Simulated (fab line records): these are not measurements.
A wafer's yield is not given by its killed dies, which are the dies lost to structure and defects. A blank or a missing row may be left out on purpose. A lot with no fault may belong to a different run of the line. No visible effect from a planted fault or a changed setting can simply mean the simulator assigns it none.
Which tool did it? :: flow sky130 :: Sampling: 24 lots, 72 wafers, 6 of 708 route steps

WHAT EACH GAUGE READ, for each wafer
SKY_VIA2_BOW_MEAS_03. Usual: for VIA2_BOW the level is 85 um and the standard deviation is 6.7.
lot: L074
measured: day 35 06:59
on: film metro-04
VIA2_BOW (um): 83 95 86
flag: 

lot: L075
measured: day 35 17:24
on: film metro-04
VIA2_BOW (um): 84 78 89
flag: 

lot: L076
measured: day 36 00:22
on: film metro-02
VIA2_BOW (um): 78 78 81
flag: 

lot: L077
measured: day 36 02:23
on: film metro-01
VIA2_BOW (um): 75 80 86
flag: 

lot: L078
measured: day 36 12:18
on: film metro-02
VIA2_BOW (um): 81 92 88
flag: 

lot: L079
measured: day 36 21:01
on: film metro-04
VIA2_BOW (um): 85 78 76
flag: 

lot: L080
measured: day 37 07:09
on: film metro-04
VIA2_BOW (um): 89 91 98
flag: 

lot: L081
measured: day 37 11:51
on: film metro-02
VIA2_BOW (um): 90 89 83
flag: 

lot: L082
measured: day 38 02:25
on: film metro-04
VIA2_BOW (um): 81 87 88
flag: 

lot: L083
measured: day 38 10:25
on: film metro-04
VIA2_BOW (um): 76 85 91
flag: 

lot: L084
measured: day 38 19:28
on: film metro-04
VIA2_BOW (um): 94 84 88
flag: 

lot: L085
measured: day 39 07:50
on: film metro-04
VIA2_BOW (um): 86 77 82
flag: 

lot: L086
measured: day 39 12:15
on: film metro-02
VIA2_BOW (um): 93 90 89
flag: 

lot: L087
measured: day 39 13:32
on: film metro-02
VIA2_BOW (um): 67 77 87
flag: 

lot: L088
measured: day 39 15:20
on: film metro-02
VIA2_BOW (um): 83 87 73
flag: 

lot: L089
measured: day 40 00:39
on: film metro-02
VIA2_BOW (um): 97 82 91
flag: 

lot: L090
measured: day 40 09:56
on: film metro-01
VIA2_BOW (um): 72 86 81
flag: 

lot: L091
measured: day 41 00:04
on: film metro-02
VIA2_BOW (um): 82 77 92
flag: 

lot: L092
measured: day 41 00:57
on: film metro-01
VIA2_BOW (um): 91 82 68
flag: 

lot: L093
measured: day 41 02:41
on: film metro-01
VIA2_BOW (um): 92 82 88
flag: 

lot: L094
measured: day 41 05:07
on: film metro-04
VIA2_BOW (um): 87 77 82
flag: 

lot: L095
measured: day 41 17:10
on: film metro-01
VIA2_BOW (um): 82 93 82
flag: 

lot: L096
measured: day 41 20:28
on: film metro-04
VIA2_BOW (um): 97 87 94
flag: 

lot: L097
measured: day 42 11:44
on: film metro-02
VIA2_BOW (um): 79 73 77
flag: 

SKY_VIA4_THK_MEAS_20: measures by xrf. Usual: for VIA4_W_THK the level is 528 nm and the standard deviation is 8.1.
lot: L074
measured: day 42 22:02
on: film metro-02
VIA4_W_THK (nm): 533 538 540
flag: 

lot: L075
measured: day 43 06:52
on: film metro-04
VIA4_W_THK (nm): 519 524 522
flag: 

lot: L076
measured: day 43 15:46
on: film metro-04
VIA4_W_THK (nm): 529 524 529
flag: 

lot: L077
measured: day 43 17:34
on: film metro-02
VIA4_W_THK (nm): 534 533 540
flag: 

lot: L078
measured: day 44 00:58
on: film metro-01
VIA4_W_THK (nm): 516 516 520
flag: 

lot: L079
measured: day 44 07:01
on: film metro-04
VIA4_W_THK (nm): 526 529 526
flag: 

lot: L080
measured: day 44 16:34
on: film metro-04
VIA4_W_THK (nm): 526 533 530
flag: 

lot: L081
measured: day 44 21:26
on: film metro-04
VIA4_W_THK (nm): 522 522 525
flag: 

lot: L082
measured: day 45 10:50
on: film metro-04
VIA4_W_THK (nm): 537 527 531
flag: 

lot: L083
measured: day 45 16:59
on: film metro-04
VIA4_W_THK (nm): 518 526 517
flag: 

lot: L084
measured: day 45 23:04
on: film metro-04
VIA4_W_THK (nm): 536 537 529
flag: 

lot: L085
measured: day 46 10:46
on: film metro-04
VIA4_W_THK (nm): 529 536 529
flag: 

lot: L086
measured: day 46 14:59
on: film metro-02
VIA4_W_THK (nm): 527 522 530
flag: 

lot: L087
measured: day 46 16:17
on: film metro-04
VIA4_W_THK (nm): 522 529 528
flag: 

lot: L088
measured: day 46 17:11
on: film metro-04
VIA4_W_THK (nm): 529 529 528
flag: 

lot: L089
measured: day 47 00:11
on: film metro-04
VIA4_W_THK (nm): 523 535 530
flag: 

lot: L090
measured: day 47 06:25
on: film metro-01
VIA4_W_THK (nm): 531 522 516
flag: 

lot: L091
measured: day 47 19:50
on: film metro-01
VIA4_W_THK (nm): 523 516 524
flag: 

lot: L092
measured: day 47 20:31
on: film metro-01
VIA4_W_THK (nm): 514 518 525
flag: 

lot: L093
measured: day 47 20:48
on: film metro-02
VIA4_W_THK (nm): 546 541 552
flag: 

lot: L094
measured: day 47 22:16
on: film metro-01
VIA4_W_THK (nm): 525 530 525
flag: 

lot: L095
measured: day 48 10:59
on: film metro-04
VIA4_W_THK (nm): 544 527 545
flag: 

lot: L096
measured: day 48 12:18
on: film metro-01
VIA4_W_THK (nm): 518 518 515
flag: 

lot: L097
measured: day 48 22:31
on: film metro-02
VIA4_W_THK (nm): 545 538 535
flag: 

WHAT TOOL EACH LOT RAN ON (gives the tool, then ch and the chambers of the sampled wafers, and finally the start)
lot: L074
SKY_METAL3_SPUTTER_03: pvd sputter-02, day 36 09:44
SKY_METAL4_SPUTTER_04: pvd sputter-04, day 39 17:40
SKY_CAP2M_SPUTTER_02: pvd sputter-02, day 39 17:47
SKY_VIA4_CVD_18: cvd w-01 ch 0,1, day 42 21:46

lot: L075
SKY_METAL3_SPUTTER_03: pvd sputter-03, day 36 21:05
SKY_METAL4_SPUTTER_04: pvd sputter-01, day 40 05:34
SKY_CAP2M_SPUTTER_02: pvd sputter-02, day 40 05:41
SKY_VIA4_CVD_18: cvd w-01 ch 0,1, day 43 06:36

lot: L076
SKY_METAL3_SPUTTER_03: pvd sputter-04, day 37 03:44
SKY_METAL4_SPUTTER_04: pvd sputter-01, day 40 12:45
SKY_CAP2M_SPUTTER_02: pvd sputter-02, day 40 12:53
SKY_VIA4_CVD_18: cvd w-01 ch 0,1, day 43 15:30

lot: L077
SKY_METAL3_SPUTTER_03: pvd sputter-02, day 37 06:21
SKY_METAL4_SPUTTER_04: pvd sputter-03, day 40 14:34
SKY_CAP2M_SPUTTER_02: pvd sputter-02, day 40 14:42
SKY_VIA4_CVD_18: cvd w-01 ch 0,1, day 43 17:18

lot: L078
SKY_METAL3_SPUTTER_03: pvd sputter-02, day 37 15:58
SKY_METAL4_SPUTTER_04: pvd sputter-03, day 41 00:28
SKY_CAP2M_SPUTTER_02: pvd sputter-04, day 41 00:35
SKY_VIA4_CVD_18: cvd w-01 ch 0,1, day 44 00:42

lot: L079
SKY_METAL3_SPUTTER_03: pvd sputter-02, day 38 00:18
SKY_METAL4_SPUTTER_04: pvd sputter-04, day 41 07:29
SKY_CAP2M_SPUTTER_02: pvd sputter-02, day 41 07:37
SKY_VIA4_CVD_18: cvd w-01 ch 0,1, day 44 06:45

lot: L080
SKY_METAL3_SPUTTER_03: pvd sputter-04, day 38 09:59
SKY_METAL4_SPUTTER_04: pvd sputter-04, day 41 15:50
SKY_CAP2M_SPUTTER_02: pvd sputter-03, day 41 15:58
SKY_VIA4_CVD_18: cvd w-01 ch 0,1, day 44 16:18

lot: L081
SKY_METAL3_SPUTTER_03: pvd sputter-02, day 38 14:28
SKY_METAL4_SPUTTER_04: pvd sputter-03, day 41 20:54
SKY_CAP2M_SPUTTER_02: pvd sputter-02, day 41 21:02
SKY_VIA4_CVD_18: cvd w-01 ch 0,1, day 44 21:10

lot: L082
SKY_METAL3_SPUTTER_03: pvd sputter-04, day 39 05:27
SKY_METAL4_SPUTTER_04: pvd sputter-01, day 42 12:09
SKY_CAP2M_SPUTTER_02: pvd sputter-02, day 42 12:17
SKY_VIA4_CVD_18: cvd w-02 ch 0,1, day 45 10:34

lot: L083
SKY_METAL3_SPUTTER_03: pvd sputter-02, day 39 14:03
SKY_METAL4_SPUTTER_04: pvd sputter-04, day 42 19:28
SKY_CAP2M_SPUTTER_02: pvd sputter-02, day 42 19:36
SKY_VIA4_CVD_18: cvd w-01 ch 0,1, day 45 16:43

lot: L084
SKY_METAL3_SPUTTER_03: pvd sputter-02, day 39 22:11
SKY_METAL4_SPUTTER_04: pvd sputter-03, day 43 01:37
SKY_CAP2M_SPUTTER_02: pvd sputter-04, day 43 01:46
SKY_VIA4_CVD_18: cvd w-01 ch 0,1, day 45 22:47

lot: L085
SKY_METAL3_SPUTTER_03: pvd sputter-03, day 40 10:18
SKY_METAL4_SPUTTER_04: pvd sputter-03, day 43 13:27
SKY_CAP2M_SPUTTER_02: pvd sputter-02, day 43 13:35
SKY_VIA4_CVD_18: cvd w-01 ch 0,1, day 46 10:30

lot: L086
SKY_METAL3_SPUTTER_03: pvd sputter-03, day 40 15:27
SKY_METAL4_SPUTTER_04: pvd sputter-04, day 43 19:30
SKY_CAP2M_SPUTTER_02: pvd sputter-02, day 43 19:41
SKY_VIA4_CVD_18: cvd w-01 ch 0,1, day 46 14:42

lot: L087
SKY_METAL3_SPUTTER_03: pvd sputter-04, day 40 16:57
SKY_METAL4_SPUTTER_04: pvd sputter-01, day 43 19:37
SKY_CAP2M_SPUTTER_02: pvd sputter-03, day 43 19:44
SKY_VIA4_CVD_18: cvd w-01 ch 0,1, day 46 16:00

lot: L088
SKY_METAL3_SPUTTER_03: pvd sputter-03, day 40 18:13
SKY_METAL4_SPUTTER_04: pvd sputter-04, day 43 21:10
SKY_CAP2M_SPUTTER_02: pvd sputter-02, day 43 21:17
SKY_VIA4_CVD_18: cvd w-02 ch 0,1, day 46 16:54

lot: L089
SKY_METAL3_SPUTTER_03: pvd sputter-02, day 41 02:14
SKY_METAL4_SPUTTER_04: pvd sputter-04, day 44 04:17
SKY_CAP2M_SPUTTER_02: pvd sputter-02, day 44 04:25
SKY_VIA4_CVD_18: cvd w-02 ch 0,1, day 46 23:54

lot: L090
SKY_METAL3_SPUTTER_03: pvd sputter-02, day 41 11:27
SKY_METAL4_SPUTTER_04: pvd sputter-04, day 44 12:36
SKY_CAP2M_SPUTTER_02: pvd sputter-03, day 44 12:44
SKY_VIA4_CVD_18: cvd w-02 ch 0,1, day 47 06:07

lot: L091
SKY_METAL3_SPUTTER_03: pvd sputter-02, day 42 01:48
SKY_METAL4_SPUTTER_04: pvd sputter-01, day 45 03:21
SKY_CAP2M_SPUTTER_02: pvd sputter-02, day 45 03:29
SKY_VIA4_CVD_18: cvd w-02 ch 0,1, day 47 19:34

lot: L092
SKY_METAL3_SPUTTER_03: pvd sputter-03, day 42 02:47
SKY_METAL4_SPUTTER_04: pvd sputter-04, day 45 03:28
SKY_CAP2M_SPUTTER_02: pvd sputter-04, day 45 03:36
SKY_VIA4_CVD_18: cvd w-02 ch 1, day 47 20:15

lot: L093
SKY_METAL3_SPUTTER_03: pvd sputter-04, day 42 04:38
SKY_METAL4_SPUTTER_04: pvd sputter-01, day 45 03:51
SKY_CAP2M_SPUTTER_02: pvd sputter-02, day 45 03:59
SKY_VIA4_CVD_18: cvd w-02 ch 0,1, day 47 20:34

lot: L094
SKY_METAL3_SPUTTER_03: pvd sputter-04, day 42 06:07
SKY_METAL4_SPUTTER_04: pvd sputter-03, day 45 05:52
SKY_CAP2M_SPUTTER_02: pvd sputter-02, day 45 05:59
SKY_VIA4_CVD_18: cvd w-02 ch 0,1, day 47 22:00

lot: L095
SKY_METAL3_SPUTTER_03: pvd sputter-03, day 42 19:09
SKY_METAL4_SPUTTER_04: pvd sputter-03, day 45 18:56
SKY_CAP2M_SPUTTER_02: pvd sputter-02, day 45 19:04
SKY_VIA4_CVD_18: cvd w-02 ch 0,1, day 48 10:43

lot: L096
SKY_METAL3_SPUTTER_03: pvd sputter-02, day 42 21:45
SKY_METAL4_SPUTTER_04: pvd sputter-01, day 45 20:43
SKY_CAP2M_SPUTTER_02: pvd sputter-02, day 45 20:51
SKY_VIA4_CVD_18: cvd w-01 ch 0,1, day 48 12:01

lot: L097
SKY_METAL3_SPUTTER_03: pvd sputter-03, day 43 12:06
SKY_METAL4_SPUTTER_04: pvd sputter-04, day 46 08:34
SKY_CAP2M_SPUTTER_02: pvd sputter-02, day 46 08:42
SKY_VIA4_CVD_18: cvd w-02 ch 0,1, day 48 22:15
- SKY_METAL3_SPUTTER_03: material Ti, target thk 5 nm, time 3.3 s.
- SKY_METAL4_SPUTTER_04: material TiN, target thk 70 nm, time 58.3 s.
- SKY_CAP2M_SPUTTER_02: material TiN, target thk 200 nm, time 166.7 s.
- SKY_VIA4_CVD_18: deposits W, target thk 505 nm, time 152.14 s.

AS READ BY THE TOOLS THEMSELVES (means over the sampled wafers that have a number; for cases with no such wafer, the mark the record gives instead)
SKY_METAL3_SPUTTER_03. Usual: 30.3 % for throttle valve pct, sd 0.83.
lot: L074
tool: pvd sputter-02
throttle valve pct (%): 30.5
flag: 

lot: L075
tool: pvd sputter-03
throttle valve pct (%): 30.2
flag: 

lot: L076
tool: pvd sputter-04
throttle valve pct (%): 30.4
flag: 

lot: L077
tool: pvd sputter-02
throttle valve pct (%): 30.1
flag: 

lot: L078
tool: pvd sputter-02
throttle valve pct (%): 30.4
flag: 

lot: L079
tool: pvd sputter-02
throttle valve pct (%): 31.4
flag: 

lot: L080
tool: pvd sputter-04
throttle valve pct (%): 30.5
flag: 

lot: L081
tool: pvd sputter-02
throttle valve pct (%): 30.9
flag: 

lot: L082
tool: pvd sputter-04
throttle valve pct (%): 29.9
flag: 

lot: L083
tool: pvd sputter-02
throttle valve pct (%): 29.4
flag: 

lot: L084
tool: pvd sputter-02
throttle valve pct (%): 29.9
flag: 

lot: L085
tool: pvd sputter-03
throttle valve pct (%): 30.0
flag: 

lot: L086
tool: pvd sputter-03
throttle valve pct (%): 30.2
flag: 

lot: L087
tool: pvd sputter-04
throttle valve pct (%): 30.3
flag: 

lot: L088
tool: pvd sputter-03
throttle valve pct (%): 30.5
flag: 

lot: L089
tool: pvd sputter-02
throttle valve pct (%): 30.9
flag: 

lot: L090
tool: pvd sputter-02
throttle valve pct (%): 29.8
flag: 

lot: L091
tool: pvd sputter-02
throttle valve pct (%): 31.1
flag: 

lot: L092
tool: pvd sputter-03
throttle valve pct (%): 30.2
flag: 

lot: L093
tool: pvd sputter-04
throttle valve pct (%): 30.4
flag: 

lot: L094
tool: pvd sputter-04
throttle valve pct (%): 30.8
flag: 

lot: L095
tool: pvd sputter-03
throttle valve pct (%): 30.6
flag: 

lot: L096
tool: pvd sputter-02
throttle valve pct (%): 31.3
flag: 

lot: L097
tool: pvd sputter-03
throttle valve pct (%): 30.5
flag: 

SKY_METAL4_SPUTTER_04. Usual: 29.9 % for throttle valve pct, sd 0.9.
lot: L074
tool: pvd sputter-04
throttle valve pct (%): 30.4
flag: 

lot: L075
tool: pvd sputter-01
throttle valve pct (%): 29.3
flag: 

lot: L076
tool: pvd sputter-01
throttle valve pct (%): 28.5
flag: 

lot: L077
tool: pvd sputter-03
throttle valve pct (%): 30.4
flag: 

lot: L078
tool: pvd sputter-03
throttle valve pct (%): 30.1
flag: 

lot: L079
tool: pvd sputter-04
throttle valve pct (%): 30.5
flag: 

lot: L080
tool: pvd sputter-04
throttle valve pct (%): 29.9
flag: 

lot: L081
tool: pvd sputter-03
throttle valve pct (%): 30.1
flag: 

lot: L082
tool: pvd sputter-01
throttle valve pct (%): 28.5
flag: 

lot: L083
tool: pvd sputter-04
throttle valve pct (%): 30.4
flag: 

lot: L084
tool: pvd sputter-03
throttle valve pct (%): 30.3
flag: 

lot: L085
tool: pvd sputter-03
throttle valve pct (%): 30.4
flag: 

lot: L086
tool: pvd sputter-04
throttle valve pct (%): 30.4
flag: 

lot: L087
tool: pvd sputter-01
throttle valve pct (%): 28.6
flag: 

lot: L088
tool: pvd sputter-04
throttle valve pct (%): 29.8
flag: 

lot: L089
tool: pvd sputter-04
throttle valve pct (%): 29.7
flag: 

lot: L090
tool: pvd sputter-04
throttle valve pct (%): 30.7
flag: 

lot: L091
tool: pvd sputter-01
throttle valve pct (%): 30.2
flag: 

lot: L092
tool: pvd sputter-04
throttle valve pct (%): 30.1
flag: 

lot: L093
tool: pvd sputter-01
throttle valve pct (%): 29.9
flag: 

lot: L094
tool: pvd sputter-03
throttle valve pct (%): 30.4
flag: 

lot: L095
tool: pvd sputter-03
throttle valve pct (%): 30.1
flag: 

lot: L096
tool: pvd sputter-01
throttle valve pct (%): 28.6
flag: 

lot: L097
tool: pvd sputter-04
throttle valve pct (%): 30.4
flag: 

SKY_CAP2M_SPUTTER_02. Usual: 30.4 % for throttle valve pct, sd 1.
lot: L074
tool: pvd sputter-02
throttle valve pct (%): 30.7
flag: 

lot: L075
tool: pvd sputter-02
throttle valve pct (%): 30.2
flag: 

lot: L076
tool: pvd sputter-02
throttle valve pct (%): 30.3
flag: 

lot: L077
tool: pvd sputter-02
throttle valve pct (%): 30.4
flag: 

lot: L078
tool: pvd sputter-04
throttle valve pct (%): 30.9
flag: 

lot: L079
tool: pvd sputter-02
throttle valve pct (%): 31.1
flag: 

lot: L080
tool: pvd sputter-03
throttle valve pct (%): 29.9
flag: 

lot: L081
tool: pvd sputter-02
throttle valve pct (%): 30.6
flag: 

lot: L082
tool: pvd sputter-02
throttle valve pct (%): 30.1
flag: 

lot: L083
tool: pvd sputter-02
throttle valve pct (%): 30.9
flag: 

lot: L084
tool: pvd sputter-04
throttle valve pct (%): 30.3
flag: 

lot: L085
tool: pvd sputter-02
throttle valve pct (%): 30.3
flag: 

lot: L086
tool: pvd sputter-02
throttle valve pct (%): 31.1
flag: 

lot: L087
tool: pvd sputter-03
throttle valve pct (%): 30.1
flag: 

lot: L088
tool: pvd sputter-02
throttle valve pct (%): 30.1
flag: 

lot: L089
tool: pvd sputter-02
throttle valve pct (%): 30.7
flag: 

lot: L090
tool: pvd sputter-03
throttle valve pct (%): 30.7
flag: 

lot: L091
tool: pvd sputter-02
throttle valve pct (%): 31.4
flag: 

lot: L092
tool: pvd sputter-04
throttle valve pct (%): 30.4
flag: 

lot: L093
tool: pvd sputter-02
throttle valve pct (%): 29.8
flag: 

lot: L094
tool: pvd sputter-02
throttle valve pct (%): 30.2
flag: 

lot: L095
tool: pvd sputter-02
throttle valve pct (%): 29.6
flag: 

lot: L096
tool: pvd sputter-02
throttle valve pct (%): 30.7
flag: 

lot: L097
tool: pvd sputter-02
throttle valve pct (%): 30.1
flag: 

SKY_VIA4_CVD_18. Usual: 874 W for heater power w, sd 50.
lot: L074
tool: cvd w-01
heater power w (W): 891
flag: 

lot: L075
tool: cvd w-01
heater power w (W): 887
flag: 

lot: L076
tool: cvd w-01
heater power w (W): 891
flag: 

lot: L077
tool: cvd w-01
heater power w (W): 898
flag: 

lot: L078
tool: cvd w-01
heater power w (W): 869
flag: 

lot: L079
tool: cvd w-01
heater power w (W): 905
flag: 

lot: L080
tool: cvd w-01
heater power w (W): 902
flag: 

lot: L081
tool: cvd w-01
heater power w (W): 898
flag: 

lot: L082
tool: cvd w-02
heater power w (W): 875
flag: 

lot: L083
tool: cvd w-01
heater power w (W): 884
flag: 

lot: L084
tool: cvd w-01
heater power w (W): 895
flag: 

lot: L085
tool: cvd w-01
heater power w (W): 902
flag: 

lot: L086
tool: cvd w-01
heater power w (W): 886
flag: 

lot: L087
tool: cvd w-01
heater power w (W): 897
flag: 

lot: L088
tool: cvd w-02
heater power w (W): 835
flag: 

lot: L089
tool: cvd w-02
heater power w (W): 823
flag: 

lot: L090
tool: cvd w-02
heater power w (W): 848
flag: 

lot: L091
tool: cvd w-02
heater power w (W): 844
flag: 

lot: L092
tool: cvd w-02
heater power w (W): 917
flag: 

lot: L093
tool: cvd w-02
heater power w (W): 851
flag: 

lot: L094
tool: cvd w-02
heater power w (W): 850
flag: 

lot: L095
tool: cvd w-02
heater power w (W): 845
flag: 

lot: L096
tool: cvd w-01
heater power w (W): 901
flag: 

lot: L097
tool: cvd w-02
heater power w (W): 834
flag: 

THE ANSWER, worked out from the rows above alone
Rule: a lot counts as off when the mean over its wafers that have a number is more than 3 standard deviations away from the usual mean. Also off: a lot with no number at a reading for which 4 or more lots have one. Any other lot the step has rows for is counted as sound. First the gauges in route order, then the tools' own readings, where a lot's mean is used as printed above. At the first step where some lot is off, the reading lying furthest off is the one used; lots without a number count as furthest.
Across all readings shown, no lot is off: no conclusion can be drawn from this.

WHAT HAD BEEN PUT IN BY THE SIMULATOR
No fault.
